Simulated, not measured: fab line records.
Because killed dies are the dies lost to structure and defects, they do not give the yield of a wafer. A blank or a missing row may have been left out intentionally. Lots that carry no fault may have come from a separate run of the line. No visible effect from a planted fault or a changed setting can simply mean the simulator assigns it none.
fab line records | flow sfqLine | part 2 of 2: steps 24 to 33 of 33
record lots=5 wafers=15 lastDay=87
route steps=325 shown I2@110 M3@118 I3@133
lots with no fault: from the same line, run without faults
startH: the number of hours between the record's first day and the start of the first shown wafer of the lot | waitH: time in hours since the lot's previous step | " the same as in the row above | L1.1+2: one row covering several wafers at once | - value missing, or start not given | * or withheld: withheld | < > ~ a bound
route shown NAME@n: NAME is a module with steps in the file, n the number in the route of the first one | usual: mean/standard deviation taken from wafers without a fault | same: alike in all rows | chamber/n: place in a boat | sites: per-site readings | _std_site: standard deviation of those values | _edge_site: inner sites' mean taken away from outer sites' mean | radiusMm: how far each site lies from the wafer's centre | mask NAME#n: copy n | behind: the last tool/chamber to shape the wafer | hold: what put the lot on hold/how long, in hours/how the hold closed | device: transistor that didn't switch, given as n, p or np | end of line: tests run on the same wafers once the route is complete | a step without rows: its recipe alone | killed: dies that structure and defects cost at the first sort, which is not the same as the wafer's yield | map: dies across one wafer; x = killed, . = not, _ = none there
set.NAME: the setting the step ran with; set.NAME@STEP: the setting that earlier step ran with | model.NAME: the simulator's own value behind a step, which no gauge read
lots at selected steps of the route; one table per step, one row per wafer
services: when a tool's chamber went out of use (startH, in hours from the record's first day, below 0 if earlier), for how many hours, and the reason
## steps
# step SFQ_TRILAYER_I3_CMP_CMP_082
# recipe material=SiO2 downForcePsi=3 platenRpm=60 padVelocityMS=0.94248
# usual motorCurrentA=10.1/1.1 platenRpm=60.00/0.04 timeToEndpointS=215/7.3
# columns lot.wafer tool chamber startH waitH motorCurrentA platenRpm timeToEndpointS
L081.4 cmp-01 3 914.88 0.0 10.5 60.02 215
L081.1 " 2 916.38 1.5 9.9 59.89 212
L081.5 " 0 917.38 2.5 9.3 59.96 225
L085.2 cmp-01 3 945.43 1.5 10.3 60.03 210
L085.5 " 0 " " 9.1 60.02 224
L085.6 " 1 " " 10.7 60.03 218
L087.1 cmp-01 2 978.03 0.5 10.2 60.03 202
L087.2 " 0 979.03 1.5 9.6 60.02 210
L087.6 " 2 980.03 2.5 11.0 59.99 211
L089.4 cmp-02 2 1019.20 0.5 8.1 60.01 220
L089.3 " 3 " " 11.4 60.01 212
L089.6 " 1 1020.70 2.0 10.0 60.02 226
L091.3 cmp-02 1 1034.80 0.5 10.1 59.98 210
L091.2 " 2 " " 7.7 59.94 215
L091.6 " 0 1036.30 2.0 10.4 60.01 230
# step SFQ_I3_BOW_MEAS_922
# recipe mode=bow
# usual I3_BOW=3/8.5
# columns lot.wafer tool chamber startH waitH I3_BOW[um]
L081.1 filmMetro-01 - 917.88 1.0 13
L081.4 " - " " 5
L081.5 " - " " 15
L085.2 filmMetro-04 - 946.95 1.0 12
L085.5 " - " " 6
L085.6 " - " " 6
L087.1 filmMetro-01 - 980.53 2.0 -1
L087.2 " - " " 7
L087.6 " - " " 3
L089.3 filmMetro-02 - 1021.74 1.5 1
L089.4 " - " " 8
L089.6 " - " " 8
L091.2 filmMetro-02 - 1037.32 1.5 11
L091.3 " - " " 7
L091.6 " - " " 5
# step SFQ_TRILAYER_I3_METRO_MEASURE_083
# usual thkNm=200.2/1.1
# columns lot.wafer tool chamber startH waitH thkNm
L081.1 filmMetro-01 - 918.00 0.1 199.1
L081.4 " - " " 200.9
L081.5 " - " " 201.2
L085.2 filmMetro-04 - 947.25 0.3 199.8
L085.5 " - " " 201.1
L085.6 " - " " 201.3
L087.1 filmMetro-01 - 980.65 0.1 200.0
L087.2 " - " " 200.8
L087.6 " - " " 199.5
L089.3 filmMetro-02 - 1022.22 0.5 201.6
L089.4 " - " " 201.2
L089.6 " - " " 201.0
L091.2 filmMetro-02 - 1037.62 0.3 200.6
L091.3 " - " " 199.4
L091.6 " - " " 201.2
# step SFQ_TRILAYER_I3_VIA_LITHO_COAT_090
# recipe resist=BARC spinRpm=3000 resistThkNm=62
# usual resistLineTempC=22.99/0.1 spinSpeedRpm=2999.9/2.1
# columns lot.wafer tool chamber startH waitH resistLineTempC spinSpeedRpm
L081.1 lithoTrack-03 0 919.20 1.0 23.10 2995.6
L081.4 " 0 " " 23.03 3000.1
L081.5 " 0 " " 23.02 2995.9
L085.2 lithoTrack-03 0 948.30 0.8 22.96 3001.5
L085.5 " 0 " " 22.84 2999.7
L085.6 " 0 " " 22.97 3001.7
L087.1 lithoTrack-01 0 981.85 1.0 22.97 2999.0
L087.2 " 0 " " 22.97 2999.9
L087.6 " 0 " " 23.05 3001.2
L089.3 lithoTrack-02 0 1023.12 0.7 23.18 2995.9
L089.4 " 0 " " 23.06 2997.3
L089.6 " 0 " " 23.14 3000.0
L091.2 lithoTrack-01 0 1038.67 0.8 22.90 3002.8
L091.3 " 0 " " 22.81 3002.2
L091.6 " 0 " " 22.94 2999.8
# step SFQ_TRILAYER_I3_VIA_LITHO_COAT_085
# recipe resist=KrF spinRpm=3000 resistThkNm=650
# usual resistLineTempC=23.00/0.11 spinSpeedRpm=3000.2/1.9
# columns lot.wafer tool chamber startH waitH resistLineTempC spinSpeedRpm
L081.1 lithoTrack-03 0 919.50 0.2 22.90 2999.4
L081.4 " 0 " " 22.99 3002.5
L081.5 " 0 " " 23.00 3001.2
L085.2 lithoTrack-03 0 948.60 0.2 23.21 3000.0
L085.5 " 0 " " 23.03 3001.6
L085.6 " 0 " " 22.97 3000.9
L087.1 lithoTrack-01 0 982.15 0.2 23.06 3001.7
L087.2 " 0 " " 23.18 3002.8
L087.6 " 0 " " 23.04 3003.1
L089.3 lithoTrack-02 0 1023.42 0.2 22.92 2998.8
L089.4 " 0 " " 23.03 2998.1
L089.6 " 0 " " 22.98 3000.0
L091.2 lithoTrack-01 0 1038.97 0.2 23.18 2997.6
L091.3 " 0 " " 22.82 3002.1
L091.6 " 0 " " 23.08 2999.4
# step SFQ_TRILAYER_I3_VIA_LITHO_SOFTBAKE_089
# recipe tempC=withheld timeS=withheld resist=KrF
# usual resistLineTempC=*
# columns lot.wafer tool chamber startH waitH resistLineTempC
L081.1 lithoTrack-03 0 919.80 0.2 *
L081.4 " 0 " " *
L081.5 " 0 " " *
L085.2 lithoTrack-03 0 948.87 0.2 *
L085.5 " 0 " " *
L085.6 " 0 " " *
L087.1 lithoTrack-01 0 982.45 0.2 *
L087.2 " 0 " " *
L087.6 " 0 " " *
L089.3 lithoTrack-02 0 1023.67 0.2 *
L089.4 " 0 " " *
L089.6 " 0 " " *
L091.2 lithoTrack-01 0 1039.24 0.2 *
L091.3 " 0 " " *
L091.6 " 0 " " *
# step SFQ_TRILAYER_I3_VIA_LITHO_EXPOSE_086
# recipe maskId=I3 na=0.6 sourceShape=conventional sigmaOuter=0.65 targetCdNm=500 doseMj=21.3
# same na=0.6
# columns lot.wafer tool chamber startH waitH mask
L081.1+4+5 krfScanner-01 0 1077.45 - I3#0
L085.2+5+6 krfScanner-02 0 1109.77 - I3#0
L087.1+2+6 krfScanner-02 0 1129.97 - I3#0
L089.3+4+6 krfScanner-01 0 1165.29 - I3#0
L091.2+3+6 krfScanner-01 0 1173.49 - I3#0
# step SFQ_TRILAYER_I3_VIA_LITHO_PEB_088
# recipe pebTempC=115 pebTimeS=60 resist=KrF
# usual resistLineTempC=23.00/0.11
# columns lot.wafer tool chamber startH waitH resistLineTempC
L081.1 lithoTrack-03 0 1078.65 1.0 23.04
L081.4 " 0 " " 22.95
L081.5 " 0 " " 23.01
L085.2 lithoTrack-03 0 1110.79 0.8 22.97
L085.5 " 0 " " 22.95
L085.6 " 0 " " 22.92
L087.1 lithoTrack-01 0 1131.17 1.0 22.88
L087.2 " 0 " " 23.20
L087.6 " 0 " " 22.98
L089.3 lithoTrack-02 0 1166.14 0.7 22.97
L089.4 " 0 " " 22.89
L089.6 " 0 " " 22.97
L091.2 lithoTrack-03 0 1174.52 0.8 23.08
L091.3 " 0 " " 22.82
L091.6 " 0 " " 23.05
# step SFQ_TRILAYER_I3_VIA_LITHO_DEVELOP_087
# recipe timeS=60 resist=KrF
# usual resistLineTempC=23.01/0.11
# columns lot.wafer tool chamber startH waitH resistLineTempC
L081.1 lithoTrack-03 0 1078.80 0.1 22.81
L081.4 " 0 " " 22.98
L081.5 " 0 " " 23.07
L085.2 lithoTrack-03 0 1110.94 0.1 22.92
L085.5 " 0 " " 22.93
L085.6 " 0 " " 22.95
L087.1 lithoTrack-01 0 1131.32 0.1 22.98
L087.2 " 0 " " 23.14
L087.6 " 0 " " 23.00
L089.3 lithoTrack-02 0 1166.29 0.1 22.94
L089.4 " 0 " " 23.16
L089.6 " 0 " " 23.00
L091.2 lithoTrack-03 0 1174.67 0.1 22.87
L091.3 " 0 " " 22.82
L091.6 " 0 " " 22.66
# step SFQ_I3_OVL_MEAS_923
# usual I3_OVL=0/6.2
# columns lot.wafer tool chamber startH waitH I3_OVL[nm]
L081.1 overlay-01 - 1078.95 0.1 -3
L081.4 " - " " 0
L081.5 " - " " -1
L085.2 overlay-01 - 1111.07 0.1 0
L085.5 " - " " 6
L085.6 " - " " -2
L087.1 overlay-02 - 1131.47 0.1 -3
L087.2 " - " " 3
L087.6 " - " " 6
L089.3 overlay-01 - 1166.40 0.1 0
L089.4 " - " " -3
L089.6 " - " " -2
L091.2 overlay-01 - 1174.80 0.1 -11
L091.3 " - " " -5
L091.6 " - " " -8
## services
# columns tool chamber startH hours kind
krfScanner-02 - 751.98 0.8 pm
rieDiel-01 0 755.50 9.8 repair
krfScanner-02 - 761.77 2.8 repair
wetBench-02 - 772.61 0.6 repair
krfScanner-02 - 810.17 1.3 pm
pvdSputter-06 - 811.37 0.8 repair
krfScanner-02 - 816.27 21.0 pm
krfScanner-02 - 837.27 1.0 pm
rieDiel-01 - 845.60 2.8 pm
rieDiel-01 1 863.12 9.8 repair
rieMetal-02 0 871.02 13.8 repair
rieMetal-02 1 891.52 1.6 repair
rieDiel-01 1 911.05 9.5 repair
krfScanner-02 - 920.70 0.8 pm
krfScanner-02 - 985.75 1.3 pm
krfScanner-02 - 1004.32 1.0 pm
rieMetal-04 - 1038.78 0.9 repair
krfScanner-02 - 1046.12 3.6 pm
krfScanner-02 - 1061.77 4.4 pm
krfScanner-02 - 1085.56 2.3 repair
krfScanner-02 - 1089.49 0.8 pm
krfScanner-02 - 1162.37 1.3 pm
krfScanner-02 - 1168.73 1.3 repair
krfScanner-02 - 1171.47 1.0 pm
